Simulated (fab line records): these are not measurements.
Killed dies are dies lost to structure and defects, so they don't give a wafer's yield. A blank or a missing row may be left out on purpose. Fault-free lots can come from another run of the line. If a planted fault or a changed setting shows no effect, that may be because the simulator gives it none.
fab line records    flow sfq_line
record: lots: 6  wafers: 18  last_day: 80
route steps=325 shown INCOMING@1 L0@3 L0V@16 M0@28 M8@325
lots with no fault: from the same line, run without faults
start_h: start of the lot's first displayed wafer, in hours after the record's first day    wait_h: how many hours have passed since the lot's step before this one    " unchanged from the row above    L1.1+2: a row that stands for several wafers    - no value, or no start was given    * or withheld: withheld    < > ~ a bound
route shown NAME@n: a module of which the file shows steps, and the number in the route of the first    usual: mean/standard deviation of fault-free wafers    same: alike in all rows    chamber/n: place in a boat    sites: the reading at each site    _std_site: how widely they spread, as a standard deviation    _edge_site: outer sites' mean less inner sites'    radius_mm: for every site, how far away it sits from the centre of the wafer    mask NAME#n: copy n    behind: tool/chamber where the wafer was last shaped    hold: what put the lot on hold/how long, in hours/how the hold closed    device: names the non-switching transistor (n, p or np)    end of line: tests run on the same wafers once the route is complete    a step without rows: its recipe alone    killed: dies that structure and defects cost at the first sort, which is not the same as the wafer's yield    map: per-die view of a wafer (x killed, . not killed, _ where there is no die)
set.NAME: the run value of the setting; set.NAME@STEP: its run value at that earlier step    model.NAME: the simulator's own value behind a step, which no gauge read
lots seen at some steps along the route; tables by step, rows by wafer
services: when a tool's chamber went out of use (start_h, in hours from the record's first day, below 0 if earlier), for how many hours, and the reason
== steps ==
step: SFQ_INCOMING_BOW_MEAS_900
recipe: mode: bow
usual: INCOMING_BOW: 0/5.9
lot.wafer  tool           chamber  start_h  wait_h  INCOMING_BOW[um]
L378.1     film_metro-03  -        30.00    -       8
L378.4     "              -        "        "       -2
L378.6     "              -        "        "       -3
L383.2     film_metro-03  -        55.02    -       5
L383.4     "              -        "        "       -10
L383.6     "              -        "        "       1
L389.1     film_metro-01  -        85.00    -       -11
L389.2     "              -        "        "       -3
L389.5     "              -        "        "       5
L392.2     film_metro-01  -        100.02   -       -11
L392.4     "              -        "        "       5
L392.6     "              -        "        "       -13
L393.1     film_metro-03  -        105.00   -       -3
L393.4     "              -        "        "       -5
L393.6     "              -        "        "       -7
L394.1     film_metro-04  -        110.00   -       5
L394.3     "              -        "        "       -3
L394.6     "              -        "        "       7
step: SFQ_TRILAYER_INCOMING_OXIDATION_002
recipe: temp_c: 1000  ambient: H2O  target_thk_a: 5000  p_h2o_torr: 720  ox_time_s: 4939
step: SFQ_TRILAYER_L0_DEP_SPUTTER_003
recipe: material: MoNx_KI  base_pressure_pa: 1.33e-06  target_thk_nm: 40  power_w: 800  time_s: 100  chamber_pressure_pa: 0.4
usual: cathode_dc_power_W: 800.01/0.15  throttle_valve_pct: 30.0/1.6
lot.wafer  tool            chamber  start_h  wait_h  cathode_dc_power_W  throttle_valve_pct  model.MoNx_KI_of_TRILAYER_L0_DEP_SPUTTER_003.thk_nm
L378.1     pvd_sputter-05  -        32.49    0.0     799.98              28.8                39.66
L378.4     "               -        "        "       800.09              32.8                39.81
L378.6     "               -        "        "       800.09              32.4                39.81
L383.2     pvd_sputter-03  -        57.49    0.0     799.96              27.9                40.26
L383.4     "               -        "        "       800.04              32.6                40.01
L383.6     "               -        "        "       799.70              30.5                40.19
L389.1     pvd_sputter-03  -        87.49    0.0     871.31              28.0                44.18
L389.2     "               -        "        "       871.22              28.2                44.07
L389.5     "               -        "        "       871.23              28.1                44.05
L392.2     pvd_sputter-03  -        102.49   0.0     871.30              27.9                43.5
L392.4     "               -        "        "       871.16              32.3                43.2
L392.6     "               -        "        "       871.16              32.2                43.1
L393.1     pvd_sputter-05  -        107.49   0.0     799.95              29.1                39.99
L393.4     "               -        "        "       800.10              29.8                40.44
L393.6     "               -        "        "       800.01              29.8                40.78
L394.1     pvd_sputter-06  -        112.49   0.0     799.91              29.0                39.64
L394.3     "               -        "        "       800.16              28.9                39.62
L394.6     "               -        "        "       799.77              30.8                39.52
step: SFQ_L0_RS_MEAS_901
recipe: thk_meas_gauge: four-point-probe  reads: MoNx_KI_of_TRILAYER_L0_DEP_SPUTTER_003
usual: L0_MONX_KI_RS: 43.4/0.37
lot.wafer  tool           chamber  start_h  wait_h  hold                      L0_MONX_KI_RS[ohm/sq]
L378.1     film_metro-02  -        32.56    0.0     -                         43.9
L378.4     "              -        "        "       -                         43.6
L378.6     "              -        "        "       -                         43.7
L383.2     film_metro-01  -        57.58    0.1     -                         43.1
L383.4     "              -        "        "       -                         43.4
L383.6     "              -        "        "       -                         43.3
L389.1     film_metro-02  -        87.56    0.0     await_dispo/0.2h/release  39.4
L389.2     "              -        "        "       await_dispo/0.2h/release  39.5
L389.5     "              -        "        "       await_dispo/0.2h/release  39.4
L389.1     film_metro-02  -        87.85    0.3     -                         39.3
L389.2     "              -        "        "       -                         39.5
L389.5     "              -        "        "       -                         39.4
L392.2     film_metro-04  -        102.58   0.1     await_dispo/0.2h/release  40.0
L392.4     "              -        "        "       await_dispo/0.2h/release  40.3
L392.6     "              -        "        "       await_dispo/0.2h/release  40.4
L392.2     film_metro-04  -        102.87   0.3     -                         40.0
L392.4     "              -        "        "       -                         40.3
L392.6     "              -        "        "       -                         40.4
L393.1     film_metro-02  -        107.56   0.0     -                         43.4
L393.4     "              -        "        "       -                         43.0
L393.6     "              -        "        "       -                         42.6
L394.1     film_metro-04  -        112.56   0.0     -                         43.8
L394.3     "              -        "        "       -                         44.0
L394.6     "              -        "        "       -                         44.1
step: SFQ_L0_THK_MEAS_902
recipe: thk_meas_gauge: xrf  reads: MoNx_KI_of_TRILAYER_L0_DEP_SPUTTER_003
usual: L0_MONX_KI_THK: 40.8/0.39
lot.wafer  tool           chamber  start_h  wait_h  hold                      L0_MONX_KI_THK[nm]
L378.1     film_metro-02  -        32.68    0.1     -                         40.4
L378.4     "              -        "        "       -                         40.7
L378.6     "              -        "        "       -                         40.5
L383.2     film_metro-01  -        57.69    0.1     -                         40.9
L383.4     "              -        "        "       -                         41.0
L383.6     "              -        "        "       -                         40.7
L389.1     film_metro-02  -        92.64    4.8     await_dispo/0.2h/release  45.0
L389.2     "              -        "        "       await_dispo/0.2h/release  44.8
L389.5     "              -        "        "       await_dispo/0.2h/release  44.5
L389.1     film_metro-02  -        92.87    0.2     -                         44.8
L389.2     "              -        "        "       -                         44.9
L389.5     "              -        "        "       -                         45.0
L393.1     film_metro-02  -        107.68   0.1     -                         40.7
L393.4     "              -        "        "       -                         41.2
L393.6     "              -        "        "       -                         41.5
L392.2     film_metro-04  -        110.67   7.8     await_dispo/0.2h/release  43.9
L392.4     "              -        "        "       await_dispo/0.2h/release  43.9
L392.6     "              -        "        "       await_dispo/0.2h/release  43.6
L392.2     film_metro-04  -        110.89   0.2     -                         44.1
L392.4     "              -        "        "       -                         43.9
L392.6     "              -        "        "       -                         43.7
L394.1     film_metro-04  -        112.68   0.1     -                         40.4
L394.3     "              -        "        "       -                         40.2
L394.6     "              -        "        "       -                         40.0
step: SFQ_TRILAYER_L0_LITHO_COAT_005
recipe: resist: KrF  spin_rpm: 3000  resist_thk_nm: 600
step: SFQ_TRILAYER_L0_LITHO_SOFTBAKE_009
recipe: temp_c: withheld  time_s: withheld  resist: KrF
step: SFQ_TRILAYER_L0_LITHO_EXPOSE_006
recipe: mask_id: L0  na: 0.6  source_shape: conventional  sigma_outer: 0.65  target_cd_nm: 2000  dose_mj: 14.4
step: SFQ_TRILAYER_L0_LITHO_PEB_008
recipe: peb_temp_c: 115  peb_time_s: 60  resist: KrF
step: SFQ_TRILAYER_L0_LITHO_DEVELOP_007
recipe: time_s: 60  resist: KrF
step: SFQ_TRILAYER_L0_BARC_OPEN_METAL_ETCH_010
recipe: mask_material: PR  chemistry: O2  target_depth_nm: 125  target: BARC  icp_w: 600  bias_w: 80  pressure_mtorr: 10  time_s: 41.7
usual: drypump_motor_current_A: 5.9/0.37  oes_product_au: 0.685/0.0044
lot.wafer  tool          chamber  start_h  wait_h  drypump_motor_current_A  oes_product_au  rf_hours_counter_h
L378.1     rie_metal-02  1        101.50   0.1     5.2                      0.685           197
L378.4     "             0        "        "       6.5                      0.682           -
L378.6     "             1        "        "       5.2                      0.689           -
L383.2     rie_metal-01  0        130.30   0.1     5.8                      0.684           24
L383.4     "             1        "        "       5.8                      0.687           -
L383.6     "             1        "        "       5.7                      0.688           -
L389.1     rie_metal-01  1        174.93   0.1     5.8                      0.686           66
L389.2     "             0        "        "       5.8                      0.685           32
L389.5     "             0        "        "       5.8                      0.685           -
L392.2     rie_metal-03  1        191.73   0.1     6.3                      0.691           11
L392.4     "             0        "        "       5.5                      0.680           -
L392.6     "             0        "        "       5.6                      0.686           -
L393.1     rie_metal-02  0        195.33   0.1     6.5                      0.684           154
L393.4     "             1        "        "       5.2                      0.684           -
L393.6     "             0        "        "       6.5                      0.691           -
L394.1     rie_metal-01  0        200.13   0.1     5.8                      0.686           36
L394.3     "             0        "        "       5.8                      0.687           -
L394.6     "             0        "        "       5.8                      0.672           -
step: SFQ_TRILAYER_L0_ETCH_METAL_ETCH_008
recipe: target: MoNx_KI  stop_on: SiO2  mask_material: PR  chemistry: SF6/O2  target_depth_nm: 50  icp_w: 600  bias_w: 80  pressure_mtorr: 10  time_s: 25
usual: drypump_motor_current_A: 5.9/0.37  oes_product_au: 0.875/0.0059
lot.wafer  tool          chamber  start_h  wait_h  drypump_motor_current_A  oes_product_au  rf_hours_counter_h
L378.1     rie_metal-02  1        101.56   0.0     5.2                      0.868           197
L378.4     "             0        "        "       6.5                      0.873           -
L378.6     "             1        "        "       5.2                      0.869           -
L383.2     rie_metal-01  0        130.36   0.0     5.8                      0.880           24
L383.4     "             1        "        "       5.7                      0.868           -
L383.6     "             1        "        "       5.7                      0.880           -
L389.1     rie_metal-01  1        174.99   0.0     5.7                      0.931           66
L389.2     "             0        "        "       5.8                      0.919           32
L389.5     "             0        "        "       5.7                      0.922           -
L392.2     rie_metal-03  1        191.79   0.0     6.3                      0.922           11
L392.4     "             0        "        "       5.5                      0.915           -
L392.6     "             0        "        "       5.5                      0.908           -
L393.1     rie_metal-02  0        195.39   0.0     6.5                      0.876           154
L393.4     "             1        "        "       5.2                      0.888           -
L393.6     "             0        "        "       6.5                      0.886           -
L394.1     rie_metal-01  0        200.19   0.0     5.8                      0.881           36
L394.3     "             0        "        "       5.8                      0.864           -
L394.6     "             0        "        "       5.8                      0.875           -
step: SFQ_TRILAYER_L0_STRIP_STRIP_009
recipe: gas: O2  power_w: 200  platen_temp_c: 40  overash_fraction: 0.65  chemistry: O2  pressure_mtorr: 50
step: SFQ_TRILAYER_L0_STRIP_SOLV_CLEAN_010
recipe: chemistry: NMP  temp_c: 70  time_s: 600
step: SFQ_TRILAYER_L0_CAP_PECVD_011
recipe: material: SiO2  temp_c: 150  time_s: 13.333  pressure_torr: 2.4  rf_w: 183.3  precursor: SiH4/N2O  target_thk_nm: 60
usual: heater_power_w: 84/7.1  throttle_valve_pct: 25.4/2.9
lot.wafer  tool      chamber  start_h  wait_h  heater_power_w  throttle_valve_pct
L378.1     pecvd-03  1        102.38   0.0     85              24.0
L378.4     "         2        "        "       89              27.6
L378.6     "         1        "        "       89              24.2
L383.2     pecvd-01  0        131.18   0.0     75              30.9
L383.4     "         0        "        "       79              30.9
L383.6     "         2        "        "       77              25.7
L389.1     pecvd-01  1        175.81   0.0     88              23.9
L389.2     "         0        "        "       74              31.0
L389.5     "         1        "        "       89              24.2
L392.2     pecvd-04  2        192.61   0.0     84              23.0
L392.4     "         0        "        "       93              23.0
L392.6     "         1        "        "       67              23.9
L393.1     pecvd-04  2        196.21   0.0     76              22.8
L393.4     "         0        "        "       90              22.7
L393.6     "         1        "        "       64              23.9
L394.1     pecvd-04  1        201.01   0.0     72              24.1
L394.3     "         0        "        "       95              22.7
L394.6     "         2        "        "       86              23.0
step: SFQ_TRILAYER_L0_VIA_LITHO_COAT_018
recipe: resist: BARC  spin_rpm: 3000  resist_thk_nm: 62
step: SFQ_TRILAYER_L0_VIA_LITHO_COAT_013
recipe: resist: KrF  spin_rpm: 3000  resist_thk_nm: 650
step: SFQ_TRILAYER_L0_VIA_LITHO_SOFTBAKE_017
recipe: temp_c: withheld  time_s: withheld  resist: KrF
step: SFQ_TRILAYER_L0_VIA_LITHO_EXPOSE_014
recipe: mask_id: L0V  na: 0.6  source_shape: conventional  sigma_outer: 0.65  target_cd_nm: 700  dose_mj: 21.3
step: SFQ_TRILAYER_L0_VIA_LITHO_PEB_016
recipe: peb_temp_c: 115  peb_time_s: 60  resist: KrF
step: SFQ_TRILAYER_L0_VIA_LITHO_DEVELOP_015
recipe: time_s: 60  resist: KrF
step: SFQ_L0V_OVL_MEAS_903
usual: L0V_OVL: 3/5.1
lot.wafer  tool        chamber  start_h  wait_h  L0V_OVL[nm]
L378.1     overlay-01  -        190.53   0.1     10
L378.4     "           -        "        "       4
L378.6     "           -        "        "       11
L383.2     overlay-01  -        226.53   0.1     11
L383.4     "           -        "        "       10
L383.6     "           -        "        "       4
L389.1     overlay-02  -        273.82   0.1     -5
L389.2     "           -        "        "       0
L389.5     "           -        "        "       3
L392.2     overlay-01  -        294.14   0.1     10
L392.4     "           -        "        "       1
L392.6     "           -        "        "       5
L393.1     overlay-02  -        300.14   0.1     5
L393.4     "           -        "        "       11
L393.6     "           -        "        "       2
L394.1     overlay-01  -        307.34   0.1     4
L394.3     "           -        "        "       8
L394.6     "           -        "        "       8
step: SFQ_TRILAYER_L0_VIA_BARC_OPEN_VIA_ETCH_021
recipe: mask_material: PR  chemistry: O2  target_depth_nm: 125  target: BARC  source_w: 500  bias_w: 80  pressure_mtorr: 30  time_s: 41.7
usual: drypump_motor_current_A: 5.6/0.59  oes_product_au: 0.686/0.005
lot.wafer  tool         chamber  start_h  wait_h  drypump_motor_current_A  oes_product_au  rf_hours_counter_h
L378.1     rie_diel-02  1        190.56   0.0     5.4                      0.684           101
L378.4     "            2        "        "       5.4                      0.678           103
L378.6     "            3        "        "       6.2                      0.694           -
L383.2     rie_diel-02  2        226.56   0.0     5.4                      0.687           104
L383.4     "            2        "        "       5.4                      0.692           -
L383.6     "            0        "        "       6.4                      0.679           -
L389.1     rie_diel-02  3        273.86   0.0     6.2                      0.677           1
L389.2     "            1        "        "       5.4                      0.682           102
L389.5     "            0        "        "       6.4                      0.684           -
L392.2     rie_diel-02  3        294.17   0.0     6.3                      0.688           1
L392.4     "            2        "        "       5.4                      0.680           105
L392.6     "            1        "        "       5.4                      0.682           -
L393.1     rie_diel-01  1        300.17   0.0     4.8                      0.679           100
L393.4     "            2        "        "       5.1                      0.686           2
L393.6     "            3        "        "       4.9                      0.690           -
L394.1     rie_diel-04  1        307.37   0.0     5.4                      0.688           68
L394.3     "            2        "        "       6.1                      0.687           68
L394.6     "            0        "        "       6.2                      0.687           -
step: SFQ_TRILAYER_L0_VIA_ETCH_VIA_ETCH_016
recipe: target: SiO2  stop_on: MoNx_KI  mask_material: PR  chemistry: CHF3  target_depth_nm: 80  source_w: 500  bias_w: 80  pressure_mtorr: 30  time_s: withheld
step: SFQ_TRILAYER_L0_VIA_STRIP_STRIP_017
recipe: gas: O2  power_w: 200  platen_temp_c: 40  overash_fraction: 0.65  chemistry: O2  pressure_mtorr: 50
usual: drypump_motor_current_A: 5.9/0.41  oes_product_au: 1.003/0.009
lot.wafer  tool          chamber  start_h  wait_h  drypump_motor_current_A  oes_product_au  rf_hours_counter_h
L378.1     rie_metal-01  1        190.65   -       5.7                      1.003           70
L378.4     "             0        "        "       5.8                      0.987           -
L378.6     "             0        "        "       5.8                      0.992           -
L383.2     rie_metal-04  1        226.65   -       5.7                      1.004           38
L383.4     "             0        "        "       6.3                      1.007           -
L383.6     "             0        "        "       6.3                      1.011           -
L389.1     rie_metal-04  1        273.95   -       5.7                      1.019           42
L389.2     "             0        "        "       6.3                      1.000           111
L389.5     "             1        "        "       5.7                      1.009           -
L392.2     rie_metal-04  0        294.26   -       6.3                      1.013           114
L392.4     "             1        "        "       5.7                      1.007           -
L392.6     "             1        "        "       5.7                      1.009           -
L393.1     rie_metal-01  1        300.26   -       5.7                      1.007           90
L393.4     "             0        "        "       5.8                      0.996           -
L393.6     "             1        "        "       5.7                      1.018           -
L394.1     rie_metal-04  0        307.46   -       6.3                      1.007           117
L394.3     "             0        "        "       6.3                      1.006           -
L394.6     "             0        "        "       6.3                      0.997           -
step: SFQ_TRILAYER_L0_VIA_STRIP_SOLV_CLEAN_018
recipe: chemistry: NMP  temp_c: 70  time_s: 600
step: SFQ_TRILAYER_M0_DEP_PRE_CLEAN_020
recipe: gas: Ar  time_s: 15  bias_v: 250
step: SFQ_TRILAYER_M0_DEP_SPUTTER_019
recipe: material: Nb  base_pressure_pa: 1.33e-06  chamber_pressure_pa: 0.1333  substrate_temp_c: 20  resputter_cathode_voltage_v: 400  target_thk_nm: 200  power_w: 2000  time_s: 133.3
usual: cathode_dc_power_W: 2000.0/0.36  throttle_valve_pct: 30.1/1.4
lot.wafer  tool            chamber  start_h  wait_h  cathode_dc_power_W  throttle_valve_pct
L378.1     pvd_sputter-06  -        191.46   0.0     2000.1              28.8
L378.4     "               -        "        "       2000.1              28.8
L378.6     "               -        "        "       2000.0              31.1
L383.2     pvd_sputter-04  -        227.45   0.0     2000.2              31.6
L383.4     "               -        "        "       2000.5              31.3
L383.6     "               -        "        "       2000.0              31.3
L389.1     pvd_sputter-06  -        274.75   0.0     2000.2              31.0
L389.2     "               -        "        "       2000.2              28.9
L389.5     "               -        "        "       2000.2              28.5
L392.2     pvd_sputter-06  -        295.06   0.0     2000.0              28.9
L392.4     "               -        "        "       2000.3              28.9
L392.6     "               -        "        "       2000.0              30.8
L393.1     pvd_sputter-03  -        301.06   0.0     1999.4              32.3
L393.4     "               -        "        "       2000.3              30.7
L393.6     "               -        "        "       1999.9              32.2
L394.1     pvd_sputter-06  -        308.26   0.0     2000.1              28.8
L394.3     "               -        "        "       2000.3              31.2
L394.6     "               -        "        "       2000.3              28.9
step: SFQ_M0_RS_MEAS_904
recipe: thk_meas_gauge: four-point-probe  reads: Nb_of_TRILAYER_M0_DEP_SPUTTER_019
usual: M0_NB_RS: 0.884/0.011
lot.wafer  tool           chamber  start_h  wait_h  M0_NB_RS[ohm/sq]
L378.1     film_metro-04  -        191.56   0.0     0.892
L378.4     "              -        "        "       0.860
L378.6     "              -        "        "       0.873
L383.2     film_metro-04  -        227.56   0.1     0.878
L383.4     "              -        "        "       0.894
L383.6     "              -        "        "       0.873
L389.1     film_metro-02  -        274.84   0.0     0.888
L389.2     "              -        "        "       0.886
L389.5     "              -        "        "       0.873
L392.2     film_metro-02  -        295.17   0.1     0.873
L392.4     "              -        "        "       0.884
L392.6     "              -        "        "       0.889
L393.1     film_metro-04  -        301.15   0.0     0.868
L393.4     "              -        "        "       0.875
L393.6     "              -        "        "       0.875
L394.1     film_metro-03  -        308.35   0.0     0.874
L394.3     "              -        "        "       0.884
L394.6     "              -        "        "       0.875
step: SFQ_TRILAYER_M0_LITHO_COAT_026
recipe: resist: BARC  spin_rpm: 3000  resist_thk_nm: 62
step: SFQ_M8_BOW_MEAS_951
recipe: mode: bow
usual: M8_BOW: 7/12
lot.wafer  tool           chamber  start_h  wait_h  M8_BOW[um]  model.etest.l0v.link_ohm  model.etest.l0.ohm_sq  model.etest.l0.ohm_um
L378.1     film_metro-03  -        1669.54  0.0     10          44.77                     43.85                  21.94
L378.4     "              -        "        "       -1          44.58                     43.69                  21.84
L378.6     "              -        "        "       -1          44.59                     43.69                  21.85
L383.2     film_metro-03  -        1776.65  0.0     7           44.1                      43.2                   21.59
L383.4     "              -        "        "       -9          44.39                     43.47                  21.72
L383.6     "              -        "        "       2           44.18                     43.27                  21.62
L389.1     film_metro-02  -        1907.10  0.0     -3          40.28                     39.37                  19.69
L389.2     "              -        "        "       5           40.38                     39.47                  19.73
L389.5     "              -        "        "       14          40.38                     39.48                  19.73
L392.2     film_metro-03  -        1919.24  0.0     1           40.89                     39.98                  20
L392.4     "              -        "        "       15          41.18                     40.26                  20.11
L392.6     "              -        "        "       0           41.27                     40.35                  20.17
L393.1     film_metro-03  -        1922.82  0.0     8           44.39                     43.49                  21.72
L393.4     "              -        "        "       7           43.91                     43                     21.49
L393.6     "              -        "        "       4           43.55                     42.65                  21.32
L394.1     film_metro-01  -        1926.42  0.0     21          44.77                     43.87                  21.93
L394.3     "              -        "        "       11          44.81                     43.9                   21.93
L394.6     "              -        "        "       22          44.91                     44.01                  21.98
== services ==
tool            chamber  start_h  hours  kind
pecvd-01        2        40.84    2.0    repair
rie_metal-04    -        50.19    1.2    repair
pecvd-01        1        53.47    6.6    repair
rie_metal-03    -        54.85    14.6   pm
pvd_sputter-03  -        59.07    7.8    repair
pecvd-01        1        63.05    3.1    repair
pvd_sputter-03  -        68.72    4.0    repair
rie_metal-03    1        88.44    22.6   repair
rie_metal-03    0        89.76    2.1    repair
pecvd-04        2        92.08    11.6   repair
pvd_sputter-06  -        104.58   1.2    repair
rie_diel-02     2        119.52   3.2    repair
rie_diel-02     3        120.31   27.6   repair
pecvd-01        -        129.07   0.9    repair
rie_diel-02     1        137.84   7.4    repair
pecvd-01        -        167.55   0.7    repair
pvd_sputter-05  -        173.53   13.9   repair
pvd_sputter-05  -        183.10   0.7    repair
pvd_sputter-03  -        189.83   4.6    repair
pecvd-04        -        243.69   1.3    repair
rie_diel-02     1        245.30   5.9    repair
rie_metal-04    1        246.56   21.5   repair
pvd_sputter-03  -        287.11   3.2    repair
rie_diel-02     1        296.92   6.5    repair
== key ==
first_sign: step: SFQ_TRILAYER_L0_DEP_SPUTTER_003  reading: cathode_dc_power_W  direction: up  sigmas: 99+  usual: 800.01  struck: 871.23
effect: step: SFQ_L0_RS_MEAS_901  reading: visit  direction: added
effect: step: SFQ_L0_RS_MEAS_901  reading: L0_MONX_KI_RS  direction: down  sigmas: 9.6  usual: 43.4  struck: 39.8
effect: step: SFQ_L0_THK_MEAS_902  reading: visit  direction: added
effect: step: SFQ_L0_THK_MEAS_902  reading: L0_MONX_KI_THK  direction: up  sigmas: 9  usual: 40.8  struck: 44.3
effect: step: SFQ_TRILAYER_L0_ETCH_METAL_ETCH_008  reading: oes_product_au  direction: up  sigmas: 7.5  usual: 0.875  struck: 0.920
model_effect: step: SFQ_TRILAYER_L0_DEP_SPUTTER_003  value: MoNx_KI_of_TRILAYER_L0_DEP_SPUTTER_003.thk_nm  without: 40.13  struck: 43.68
model_effect: step: SFQ_M8_BOW_MEAS_951  value: etest.l0v.link_ohm  without: 44.26  struck: 40.73
met_at SFQ_TRILAYER_L0_DEP_SPUTTER_003
struck_wafers L389.1,L389.2,L389.5,L392.2,L392.4,L392.6
onset_between 57.49 87.49
fault: kind: process_parameter_drift  tool: pvd_sputter-03  chamber: -  onset_h: 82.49  steps: SFQ_TRILAYER_L0_DEP_SPUTTER_003  channel: power_w  offset: 71.076  shape: step  end_h: 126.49  acts_in: these_recipes_only  stated: 800
